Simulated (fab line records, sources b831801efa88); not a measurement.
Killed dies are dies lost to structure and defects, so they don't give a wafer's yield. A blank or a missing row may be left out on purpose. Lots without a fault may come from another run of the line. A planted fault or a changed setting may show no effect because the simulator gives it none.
fab line records | flow gf180mcu
record lots=24 wafers=72 last_day=34
route steps=602 shown M2@376 V2@384 M3@425 V3@430
lots that met no fault: from a run of the same line without faults
start_h: hours from the record's first day to the start of the lot's first wafer shown | wait_h: hours since the lot's step before | " the same as in the row above | L1.1+2: a row that stands for several wafers | - no value, or no start given | * or withheld: withheld | < > ~ a bound
route shown NAME@n: a module of which the file shows steps, and the number in the route of the first | usual: mean/standard deviation of fault-free wafers | same: alike in all rows | chamber/n: place in a boat | sites: the reading at each site | _std_site: their standard deviation | _edge_site: outer sites' mean less inner sites' | radius_mm: how far each site lies from the wafer's centre | mask NAME#n: copy n | behind: the tool/chamber that last shaped the wafer | hold: why the lot was held/for how many hours/how that ended | device: the transistor (n, p or np) that didn't switch | end of line: the same wafers' tests at the end of the route | a step without rows: its recipe alone | killed: dies lost to structure and defects at the first sort, not the wafer's yield | map: a wafer's dies, x killed, . not, _ none there
set.NAME: the setting as run; set.NAME@STEP: as run at that earlier step | model.NAME: the simulator's own value behind a step, which no gauge read
steps of the route over a sample of lots; a table a step, a row a wafer
services: from which hour (start_h, from the record's first day; less than 0 if before it) a tool's chamber was out of use, for how many hours, and why
## steps
# step GF_M2_CD_MEAS_14
# recipe target_cd_nm=280
# usual cd_nm=279.8/1.1
# columns lot.wafer tool chamber start_h wait_h cd_nm
L074.2 cd_sem-01 - 438.78 0.1 280.3
L074.5 " - " " 280.3
L074.6 " - " " 279.1
L075.1 cd_sem-02 - 449.16 0.1 280.6
L075.2 " - " " 280.5
L075.4 " - " " 280.6
L076.2 cd_sem-02 - 460.56 0.1 280.8
L076.3 " - " " 279.1
L076.4 " - " " 279.9
L077.2 cd_sem-01 - 465.58 0.1 280.2
L077.3 " - " " 279.7
L077.6 " - " " 280.7
L078.3 cd_sem-01 - 480.10 0.1 280.1
L078.4 " - " " 281.0
L078.5 " - " " 280.0
L079.1 cd_sem-01 - 484.86 0.1 280.6
L079.4 " - " " 281.0
L079.5 " - " " 281.2
L080.2 cd_sem-01 - 494.33 0.1 280.0
L080.3 " - " " 280.1
L080.4 " - " " 280.8
L081.3 cd_sem-02 - 506.40 0.1 280.8
L081.4 " - " " 280.7
L081.6 " - " " 280.9
L082.3 cd_sem-02 - 512.35 0.1 276.7
L082.4 " - " " 278.1
L082.5 " - " " 277.5
L083.1 cd_sem-02 - 520.29 0.1 278.2
L083.2 " - " " 278.5
L083.6 " - " " 279.4
L084.1 cd_sem-01 - 535.76 0.1 280.9
L084.2 " - " " 280.1
L084.5 " - " " 281.2
L085.1 cd_sem-01 - 540.01 0.1 278.2
L085.3 " - " " 279.8
L085.6 " - " " 278.8
L086.2 cd_sem-02 - 541.91 0.1 278.8
L086.4 " - " " 279.0
L086.6 " - " " 278.7
L087.1 cd_sem-02 - 548.51 0.1 281.7
L087.4 " - " " 280.8
L087.6 " - " " 280.4
L088.1 cd_sem-01 - 561.81 0.1 280.3
L088.3 " - " " 279.9
L088.6 " - " " 280.2
L089.2 cd_sem-01 - 568.98 0.1 278.2
L089.4 " - " " 278.6
L089.5 " - " " 278.8
L090.2 cd_sem-02 - 583.33 0.1 280.4
L090.3 " - " " 279.5
L090.6 " - " " 280.3
L091.1 cd_sem-02 - 597.84 0.1 279.1
L091.4 " - " " 280.2
L091.5 " - " " 279.5
L092.1 cd_sem-01 - 611.06 0.1 278.7
L092.4 " - " " 279.7
L092.6 " - " " 277.6
L094.1 cd_sem-01 - 613.86 0.1 281.4
L094.2 " - " " 281.0
L094.5 " - " " 281.5
L093.1 cd_sem-02 - 614.81 0.1 278.7
L093.2 " - " " 277.9
L093.3 " - " " 278.0
L095.3 cd_sem-01 - 617.48 0.1 279.1
L095.5 " - " " 278.8
L095.6 " - " " 279.3
L096.2 cd_sem-02 - 631.58 0.1 280.1
L096.3 " - " " 278.2
L096.6 " - " " 279.8
L097.2 cd_sem-02 - 635.38 0.1 280.7
L097.3 " - " " 281.5
L097.6 " - " " 280.8
# step GF_V2_CVD_02
# recipe material=SiO2 target_thk_nm=850 precursor=TEOS temp_c=400 time_s=94.851 rf_w=600
# usual heater_power_w=659/69
# columns lot.wafer tool chamber start_h wait_h heater_power_w
L074.2 pecvd-03 2 439.91 0.0 761
L074.5 " 2 " " 609
L074.6 " 0 " " 758
L075.1 pecvd-03 1 450.12 0.1 723
L075.2 " 0 " " 783
L075.4 " 2 " " 739
L076.2 pecvd-01 2 461.50 0.0 653
L076.3 " 0 " " 694
L076.4 " 1 " " 553
L077.2 pecvd-02 1 466.52 0.0 601
L077.3 " 2 " " 586
L077.6 " 1 " " 673
L078.3 pecvd-01 2 481.02 0.0 542
L078.4 " 0 " " 575
L078.5 " 2 " " 594
L079.1 pecvd-01 2 485.81 0.1 651
L079.4 " 2 " " 517
L079.5 " 1 " " 680
L080.2 pecvd-03 1 495.26 0.0 668
L080.3 " 1 " " 717
L080.4 " 0 " " 773
L081.3 pecvd-02 1 507.31 0.0 640
L081.4 " 2 " " 502
L081.6 " 0 " " 655
L082.3 pecvd-02 2 513.26 0.0 575
L082.4 " 0 " " 689
L082.5 " 2 " " 617
L083.1 pecvd-01 0 521.24 0.1 614
L083.2 " 2 " " 604
L083.6 " 1 " " 638
L084.1 pecvd-02 0 536.74 0.1 599
L084.2 " 2 " " 621
L084.5 " 0 " " 658
L085.1 pecvd-03 1 541.09 0.1 573
L085.3 " 2 " " 753
L085.6 " 0 " " 816
L086.2 pecvd-03 1 542.84 0.0 647
L086.4 " 2 " " 722
L086.6 " 0 " " 790
L087.1 pecvd-03 2 549.46 0.1 708
L087.4 " 0 " " 779
L087.6 " 2 " " 617
L088.1 pecvd-03 2 562.80 0.1 669
L088.3 " 0 " " 795
L088.6 " 0 " " 640
L089.2 pecvd-01 2 570.07 0.0 561
L089.4 " 1 " " 552
L089.5 " 2 " " 625
L090.2 pecvd-03 0 584.33 0.0 657
L090.3 " 2 " " 645
L090.6 " 0 " " 714
L091.1 pecvd-03 2 598.89 0.1 755
L091.4 " 1 " " 578
L091.5 " 2 " " 780
L092.1 pecvd-03 0 612.03 0.1 776
L092.4 " 1 " " 690
L092.6 " 2 " " 750
L094.1 pecvd-01 0 615.28 0.1 662
L094.2 " 1 " " 553
L094.5 " 0 " " 692
L093.1 pecvd-03 0 615.88 0.1 684
L093.2 " 2 " " 751
L093.3 " 1 " " 662
L095.3 pecvd-02 0 618.40 0.0 656
L095.5 " 1 " " 656
L095.6 " 2 " " 588
L096.2 pecvd-01 1 632.54 0.0 695
L096.3 " 2 " " 616
L096.6 " 2 " " 638
L097.2 pecvd-02 0 636.31 0.0 677
L097.3 " 2 " " 564
L097.6 " 2 " " 593
# step GF_V2_ETCH_16
# recipe chemistry=N2/H2 target_depth_a=withheld overetch_a=withheld time_s=withheld target=BARC ion_energy_ev=200 source_w=500 bias_w=100 pressure_mtorr=30 n2_flow_sccm=100 h2_flow_sccm=200
# usual drypump_motor_current_A=5.6/0.48 h2_flow_sccm=199.9/0.64 oes_product_au=0.856/0.0052 throttle_valve_pct=13.225/0.0081
# columns lot.wafer tool chamber start_h wait_h drypump_motor_current_A h2_flow_sccm oes_product_au throttle_valve_pct
L074.2 rie_diel-04 1 464.72 0.0 6.4 200.3 0.841 13.230
L074.5 " 1 " " 6.5 199.3 0.850 13.232
L074.6 " 0 " " 5.1 199.6 0.850 13.223
L075.1 rie_diel-03 2 474.57 0.0 5.4 200.1 0.852 13.224
L075.2 " 0 " " 6.6 198.7 0.843 13.227
L075.4 " 1 " " 5.3 199.5 0.848 13.238
L076.2 rie_diel-02 0 486.45 0.0 5.8 199.8 0.853 13.223
L076.3 " 3 " " 5.8 199.1 0.858 13.227
L076.4 " 3 " " 5.8 199.3 0.862 13.236
L077.2 rie_diel-02 1 490.79 0.0 5.6 200.4 0.859 13.216
L077.3 " 3 " " 5.8 199.4 0.857 13.221
L077.6 " 3 " " 5.8 200.0 0.860 13.236
L078.3 rie_diel-04 2 505.45 0.0 4.8 199.4 0.848 13.222
L078.4 " 0 " " 5.1 199.5 0.852 13.230
L078.5 " 1 " " 6.4 200.3 0.852 13.229
L079.1 rie_diel-02 3 509.90 0.0 5.8 200.2 0.856 13.219
L079.4 " 1 " " 5.6 199.5 0.859 13.220
L079.5 " 0 " " 5.8 200.4 0.863 13.227
L080.2 rie_diel-02 2 519.75 0.0 5.3 200.1 0.863 13.228
L080.3 " 3 " " 5.8 200.3 0.848 13.211
L080.4 " 0 " " 5.8 199.1 0.858 13.232
L081.3 rie_diel-02 3 531.05 0.0 5.7 199.3 0.860 13.228
L081.4 " 0 " " 5.8 199.7 0.863 13.227
L081.6 " 0 " " 5.8 200.4 0.863 13.240
L082.3 rie_diel-03 2 536.85 0.0 5.4 198.7 0.859 13.226
L082.4 " 0 " " 6.6 200.5 0.856 13.225
L082.5 " 3 " " 4.9 200.0 0.855 13.223
L083.1 rie_diel-03 0 545.40 0.0 6.6 199.1 0.850 13.225
L083.2 " 2 " " 5.4 200.3 0.855 13.212
L083.6 " 1 " " 5.3 200.0 0.851 13.223
L084.1 rie_diel-04 0 559.66 0.0 5.1 199.2 0.857 13.223
L084.2 " 1 " " 6.4 199.6 0.858 13.228
L084.5 " 3 " " 5.3 200.3 0.847 13.220
L085.1 rie_diel-02 3 563.66 0.0 5.8 201.3 0.857 13.221
L085.3 " 2 " " 5.3 199.5 0.850 13.227
L085.6 " 1 " " 5.6 200.3 0.856 13.225
L086.2 rie_diel-04 0 566.65 0.0 5.1 200.4 0.855 13.218
L086.4 " 3 " " 5.3 198.9 0.860 13.230
L086.6 " 3 " " 5.3 199.5 0.855 13.240
L087.1 rie_diel-04 1 572.70 0.0 6.4 200.0 0.856 13.212
L087.4 " 2 " " 4.8 200.2 0.865 13.231
L087.6 " 0 " " 5.1 199.7 0.854 13.229
L088.1 rie_diel-02 1 585.12 0.0 5.6 199.8 0.865 13.224
L088.3 " 0 " " 5.8 199.7 0.861 13.222
L088.6 " 0 " " 5.8 200.0 0.863 13.216
L089.2 rie_diel-02 0 592.74 0.0 5.8 200.1 0.857 13.237
L089.4 " 2 " " 5.3 200.1 0.864 13.220
L089.5 " 3 " " 5.8 199.7 0.861 13.216
L090.2 rie_diel-03 2 606.45 0.0 5.4 199.9 0.858 13.225
L090.3 " 3 " " 4.9 198.8 0.869 13.219
L090.6 " 3 " " 4.9 199.0 0.857 13.231
L091.1 rie_diel-03 1 620.34 0.0 5.3 200.4 0.842 13.212
L091.4 " 0 " " 6.6 200.0 0.848 13.215
L091.5 " 2 " " 5.4 200.2 0.858 13.231
L092.1 rie_diel-02 1 633.76 0.0 5.6 200.2 0.862 13.234
L092.4 " 0 " " 5.8 200.2 0.845 13.224
L092.6 " 3 " " 5.8 200.3 0.853 13.231
L094.1 rie_diel-02 3 636.54 0.0 5.8 200.6 0.857 13.222
L094.2 " 0 " " 5.8 201.2 0.864 13.210
L094.5 " 2 " " 5.3 199.5 0.863 13.231
L093.1 rie_diel-03 2 637.41 0.0 5.4 199.4 0.851 13.218
L093.2 " 3 " " 4.9 200.0 0.853 13.217
L093.3 " 0 " " 6.6 201.0 0.855 13.234
L095.3 rie_diel-02 3 639.04 0.0 5.8 199.8 0.853 13.210
L095.5 " 3 " " 5.8 199.3 0.860 13.228
L095.6 " 2 " " 5.3 199.5 0.856 13.218
L096.2 rie_diel-02 3 653.74 0.0 5.8 200.0 0.848 13.246
L096.3 " 0 " " 5.8 199.1 0.856 13.218
L096.6 " 2 " " 5.3 200.8 0.846 13.232
L097.2 rie_diel-03 3 656.84 0.0 4.9 200.7 0.856 13.236
L097.3 " 1 " " 5.3 200.7 0.863 13.224
L097.6 " 2 " " 5.3 200.8 0.853 13.224
# step GF_M3_METAL_ETCH_16
# recipe chemistry=Cl2/BCl3 mask_material=KrF target_depth_nm=750.8 stop_on=SiO2 pressure_mtorr=8 icp_w=800 bias_w=140 Cl2_flow_sccm=80 bcl3_flow_sccm=40 time_s=125.1
# usual drypump_motor_current_A=6.0/0.56 oes_product_au=0.989/0.0057 throttle_valve_pct=28.230/0.0095
# columns lot.wafer tool chamber start_h wait_h drypump_motor_current_A oes_product_au rf_hours_counter_h throttle_valve_pct
L074.2 rie_metal-04 1 490.67 0.0 5.7 0.991 5 28.207
L074.5 " 0 " " 5.5 0.995 - 28.220
L074.6 " 1 " " 5.7 0.995 - 28.245
L075.1 rie_metal-03 1 500.42 0.0 5.9 0.981 11 28.222
L075.2 " 0 " " 6.6 0.977 7 28.239
L075.4 " 1 " " 5.9 0.988 - 28.225
L076.2 rie_metal-01 1 512.10 0.0 5.3 0.988 2 28.214
L076.3 " 0 " " 6.7 1.000 - 28.238
L076.4 " 1 " " 5.3 0.992 - 28.213
L077.2 rie_metal-04 1 516.55 0.0 5.7 0.990 6 28.226
L077.3 " 1 " " 5.7 0.992 - 28.238
L077.6 " 1 " " 5.7 0.992 - 28.218
L078.3 rie_metal-01 0 530.74 0.1 6.7 0.992 - 28.241
L078.4 " 1 " " 5.3 0.993 - 28.239
L078.5 " 1 " " 5.3 0.988 - 28.237
L079.1 rie_metal-01 1 534.87 0.0 5.3 0.988 2 28.244
L079.4 " 0 " " 6.7 0.985 - 28.226
L079.5 " 0 " " 6.7 0.986 - 28.237
L080.2 rie_metal-03 0 544.25 0.0 6.6 0.991 8 28.231
L080.3 " 0 " " 6.6 0.990 - 28.239
L080.4 " 1 " " 5.9 0.991 - 28.220
L081.3 rie_metal-01 0 556.01 0.1 6.7 0.988 - 28.232
L081.4 " 1 " " 5.3 0.986 - 28.233
L081.6 " 0 " " 6.7 0.997 - 28.219
L082.3 rie_metal-03 0 561.23 0.1 6.6 0.993 - 28.243
L082.4 " 0 " " 6.6 0.983 - 28.225
L082.5 " 0 " " 6.6 0.989 - 28.221
L083.1 rie_metal-01 1 569.27 0.0 5.3 0.988 4 28.234
L083.2 " 0 " " 6.7 0.991 13 28.214
L083.6 " 0 " " 6.7 0.987 - 28.238
L084.1 rie_metal-01 1 583.57 0.0 5.3 0.994 4 28.237
L084.2 " 0 " " 6.7 0.989 14 28.221
L084.5 " 1 " " 5.3 0.991 - 28.226
L085.1 rie_metal-01 1 587.37 0.0 5.3 1.005 4 28.220
L085.3 " 1 " " 5.3 0.994 - 28.238
L085.6 " 0 " " 6.7 0.986 - 28.235
L086.2 rie_metal-03 1 590.22 0.0 5.9 0.979 0 28.230
L086.4 " 0 " " 6.6 0.992 - 28.222
L086.6 " 1 " " 5.9 0.987 - 28.228
L087.1 rie_metal-04 1 595.55 0.0 5.7 0.988 8 28.242
L087.4 " 0 " " 5.5 1.001 - 28.224
L087.6 " 0 " " 5.5 0.987 - 28.246
L088.1 rie_metal-01 1 608.80 0.0 5.3 0.979 5 28.238
L088.3 " 1 " " 5.4 0.978 - 28.233
L088.6 " 1 " " 5.3 0.984 - 28.225
L089.2 rie_metal-04 1 616.09 0.0 5.7 0.997 9 28.229
L089.4 " 0 " " 5.5 0.994 - 28.216
L089.5 " 1 " " 5.6 0.999 - 28.232
L090.2 rie_metal-03 0 628.95 0.0 6.6 0.984 12 28.229
L090.3 " 1 " " 5.9 0.977 - 28.247
L090.6 " 0 " " 6.6 0.985 - 28.223
L091.1 rie_metal-03 0 641.86 0.0 6.6 0.991 12 28.234
L091.4 " 1 " " 5.9 0.988 - 28.240
L091.5 " 1 " " 5.9 0.994 - 28.244
L092.1 rie_metal-03 0 655.31 0.0 6.6 0.983 13 28.238
L092.4 " 1 " " 6.0 0.983 - 28.234
L092.6 " 1 " " 5.9 0.982 - 28.243
L094.1 rie_metal-04 1 658.40 0.0 5.7 0.989 12 28.228
L094.2 " 0 " " 5.5 0.999 0 28.211
L094.5 " 0 " " 5.5 0.990 - 28.227
L093.1 rie_metal-01 0 659.05 0.0 6.7 0.983 1 28.223
L093.2 " 1 " " 5.3 0.988 7 28.245
L093.3 " 1 " " 5.3 0.985 - 28.237
L095.3 rie_metal-01 1 660.94 0.1 5.3 0.989 - 28.228
L095.5 " 0 " " 6.7 0.991 - 28.236
L095.6 " 1 " " 5.3 0.990 - 28.231
L096.2 rie_metal-04 0 674.90 0.0 5.5 1.000 0 28.221
L096.3 " 1 " " 5.7 0.991 - 28.250
L096.6 " 1 " " 5.7 0.989 - 28.219
L097.2 rie_metal-01 0 678.54 0.0 6.7 1.006 2 28.227
L097.3 " 0 " " 6.7 0.994 - 28.242
L097.6 " 0 " " 6.7 0.990 - 28.223
# step GF_M3_STRIP_17
# recipe chemistry=O2/N2 power_w=1400 pressure_mtorr=1500 platen_temp_c=250 o2_flow_sccm=3000 n2_flow_sccm=300 overash_fraction=0.5
# usual drypump_motor_current_A=5.8/0.46 heater_power_w=348/35 oes_product_au=0.538/0.0048 strip_time_to_endpoint_s=7.40/0.047
# columns lot.wafer tool chamber start_h wait_h drypump_motor_current_A heater_power_w oes_product_au rf_hours_counter_h strip_time_to_endpoint_s
L074.2 plasma_asher-01 0 490.80 0.1 6.7 340 0.540 7 7.41
L074.5 " 1 " " 5.6 401 0.533 - 7.32
L074.6 " 0 " " 6.7 336 0.539 - 7.38
L075.1 plasma_asher-02 1 500.55 0.1 5.4 319 0.538 90 7.41
L075.2 " 0 " " 5.6 341 0.539 90 7.47
L075.4 " 0 " " 5.6 341 0.538 - 7.42
L076.2 plasma_asher-01 0 512.22 0.1 6.7 336 0.543 9 7.41
L076.3 " 1 " " 5.6 391 0.533 - 7.38
L076.4 " 0 " " 6.7 329 0.534 - 7.41
L077.2 plasma_asher-02 0 516.68 0.1 5.6 339 0.549 91 7.36
L077.3 " 1 " " 5.4 328 0.530 - 7.39
L077.6 " 0 " " 5.6 339 0.535 - 7.36
L078.3 plasma_asher-04 0 530.86 0.1 6.1 310 0.538 - 7.45
L078.4 " 1 " " 5.7 413 0.542 - 7.42
L078.5 " 1 " " 5.6 412 0.535 - 7.44
L079.1 plasma_asher-02 1 535.00 0.1 5.4 321 0.537 93 7.44
L079.4 " 1 " " 5.4 323 0.543 - 7.45
L079.5 " 1 " " 5.4 321 0.538 - 7.45
L080.2 plasma_asher-04 0 544.38 0.1 6.1 308 0.531 72 7.35
L080.3 " 1 " " 5.6 399 0.536 - 7.37
L080.4 " 0 " " 6.1 313 0.538 - 7.30
L081.3 plasma_asher-04 1 556.13 0.1 5.7 402 0.531 - 7.36
L081.4 " 0 " " 6.1 304 0.537 - 7.43
L081.6 " 1 " " 5.6 402 0.544 - 7.39
L082.3 plasma_asher-01 1 561.44 0.2 5.6 390 0.535 - 7.37
L082.4 " 0 " " 6.7 331 0.538 - 7.38
L082.5 " 1 " " 5.6 390 0.536 - 7.37
L083.1 plasma_asher-01 0 569.39 0.1 6.7 334 0.547 15 7.39
L083.2 " 1 " " 5.6 397 0.529 15 7.37
L083.6 " 1 " " 5.6 395 0.541 - 7.39
L084.1 plasma_asher-02 0 583.70 0.1 5.6 330 0.535 98 7.35
L084.2 " 1 " " 5.4 319 0.531 98 7.35
L084.5 " 0 " " 5.6 335 0.532 - 7.36
L085.1 plasma_asher-02 1 587.49 0.1 5.4 317 0.535 99 7.37
L085.3 " 0 " " 5.6 338 0.539 - 7.41
L085.6 " 0 " " 5.6 326 0.538 - 7.41
L086.2 plasma_asher-02 1 590.34 0.1 5.5 315 0.542 99 7.48
L086.4 " 0 " " 5.6 331 0.537 - 7.47
L086.6 " 0 " " 5.6 329 0.544 - 7.47
L087.1 plasma_asher-01 1 595.68 0.1 5.6 387 0.539 18 7.38
L087.4 " 0 " " 6.7 322 0.537 - 7.37
L087.6 " 1 " " 5.6 395 0.543 - 7.34
L088.1 plasma_asher-01 1 609.06 0.2 5.6 388 0.539 20 7.47
L088.3 " 0 " " 6.7 331 0.539 - 7.43
L088.6 " 1 " " 5.6 396 0.538 - 7.43
L089.2 plasma_asher-04 1 616.22 0.1 5.6 409 0.535 80 7.34
L089.4 " 1 " " 5.6 396 0.531 - 7.36
L089.5 " 1 " " 5.6 403 0.540 - 7.39
L090.2 plasma_asher-02 0 629.08 0.1 5.6 336 0.540 103 7.48
L090.3 " 1 " " 5.4 323 0.549 - 7.46
L090.6 " 0 " " 5.6 338 0.544 - 7.44
L091.1 plasma_asher-02 0 641.99 0.1 5.6 332 0.536 105 7.40
L091.4 " 1 " " 5.5 321 0.541 - 7.42
L091.5 " 1 " " 5.5 319 0.522 - 7.40
L092.1 plasma_asher-04 0 655.44 0.1 6.1 318 0.537 83 7.54
L092.4 " 0 " " 6.1 316 0.531 - 7.48
L092.6 " 0 " " 6.1 308 0.541 - 7.48
L094.1 plasma_asher-01 0 658.53 0.1 6.8 333 0.538 25 7.41
L094.2 " 1 " " 5.6 393 0.533 25 7.37
L094.5 " 0 " " 6.8 328 0.541 - 7.40
L093.1 plasma_asher-04 0 659.18 0.1 6.1 305 0.541 84 7.37
L093.2 " 1 " " 5.6 401 0.541 84 7.39
L093.3 " 0 " " 6.1 306 0.533 - 7.35
L095.3 plasma_asher-01 1 661.06 0.1 5.6 390 0.532 - 7.39
L095.5 " 1 " " 5.6 404 0.541 - 7.42
L095.6 " 0 " " 6.7 326 0.531 - 7.38
L096.2 plasma_asher-02 0 675.03 0.1 5.6 330 0.537 107 7.34
L096.3 " 1 " " 5.4 325 0.537 - 7.33
L096.6 " 1 " " 5.5 323 0.537 - 7.36
L097.2 plasma_asher-01 1 678.67 0.1 5.6 397 0.530 28 7.35
L097.3 " 0 " " 6.7 331 0.541 - 7.39
L097.6 " 0 " " 6.7 333 0.534 - 7.33
# step GF_V3_THK_MEAS_01
# recipe reads=SiO2_of_V3_CVD_00
# usual V3_CVD_00_THK=598/5.7
# columns lot.wafer tool chamber start_h wait_h V3_CVD_00_THK[nm]
L074.2 film_metro-03 - 491.41 0.0 603
L074.5 " - " " 591
L074.6 " - " " 600
L075.1 film_metro-03 - 501.19 0.0 596
L075.2 " - " " 596
L075.4 " - " " 595
L076.2 film_metro-03 - 512.87 0.0 606
L076.3 " - " " 607
L076.4 " - " " 603
L077.2 film_metro-03 - 517.29 0.0 602
L077.3 " - " " 605
L077.6 " - " " 607
L078.3 film_metro-04 - 531.45 0.1 594
L078.4 " - " " 595
L078.5 " - " " 600
L079.1 film_metro-04 - 535.61 0.0 607
L079.4 " - " " 604
L079.5 " - " " 603
L080.2 film_metro-04 - 544.99 0.0 603
L080.3 " - " " 597
L080.4 " - " " 593
L081.3 film_metro-03 - 556.75 0.1 601
L081.4 " - " " 603
L081.6 " - " " 593
L082.3 film_metro-04 - 562.03 0.1 600
L082.4 " - " " 602
L082.5 " - " " 594
L083.1 film_metro-03 - 570.01 0.0 594
L083.2 " - " " 600
L083.6 " - " " 592
L084.1 film_metro-01 - 584.32 0.0 589
L084.2 " - " " 584
L084.5 " - " " 588
L085.1 film_metro-04 - 588.13 0.0 607
L085.3 " - " " 600
L085.6 " - " " 600
L086.2 film_metro-01 - 591.00 0.0 600
L086.4 " - " " 599
L086.6 " - " " 599
L087.1 film_metro-04 - 596.63 0.0 589
L087.4 " - " " 593
L087.6 " - " " 599
L088.1 film_metro-01 - 609.66 0.0 599
L088.3 " - " " 599
L088.6 " - " " 603
L089.2 film_metro-03 - 616.88 0.0 589
L089.4 " - " " 591
L089.5 " - " " 592
L090.2 film_metro-04 - 629.72 0.0 602
L090.3 " - " " 594
L090.6 " - " " 598
L091.1 film_metro-04 - 642.60 0.0 599
L091.4 " - " " 584
L091.5 " - " " 595
L092.1 film_metro-01 - 656.05 0.0 592
L092.4 " - " " 590
L092.6 " - " " 593
L094.1 film_metro-03 - 659.22 0.0 592
L094.2 " - " " 598
L094.5 " - " " 599
L093.1 film_metro-04 - 659.91 0.0 595
L093.2 " - " " 594
L093.3 " - " " 594
L095.3 film_metro-01 - 661.67 0.1 606
L095.5 " - " " 606
L095.6 " - " " 604
L096.2 film_metro-03 - 675.64 0.0 586
L096.3 " - " " 593
L096.6 " - " " 590
L097.2 film_metro-03 - 679.30 0.0 598
L097.3 " - " " 599
L097.6 " - " " 601
## services
# columns tool chamber start_h hours kind
plasma_asher-02 - 420.85 3.1 repair
plasma_asher-01 - 421.25 9.0 pm
pecvd-02 - 426.41 14.6 pm
plasma_asher-04 - 427.98 0.6 repair
rie_diel-02 3 431.74 3.5 repair
plasma_asher-01 - 435.29 1.3 repair
pecvd-03 2 491.85 19.0 repair
plasma_asher-01 - 512.36 2.8 pm
rie_diel-03 3 518.75 5.8 repair
plasma_asher-02 - 532.41 0.5 repair
rie_diel-03 1 536.10 2.1 repair
plasma_asher-01 - 537.22 1.6 repair
plasma_asher-02 - 543.27 1.9 repair
pecvd-03 1 547.62 15.2 repair
rie_diel-02 3 584.32 6.2 repair
rie_metal-01 - 591.42 0.1 repair
rie_diel-03 - 597.70 1.4 repair
rie_diel-02 - 608.00 14.6 pm
plasma_asher-01 - 614.20 1.7 repair
plasma_asher-02 - 648.91 2.8 pm
pecvd-03 - 650.21 3.1 repair
plasma_asher-02 - 660.27 14.6 pm
rie_diel-02 - 672.84 0.6 repair
rie_diel-03 0 675.30 7.1 repair
## key
fault none
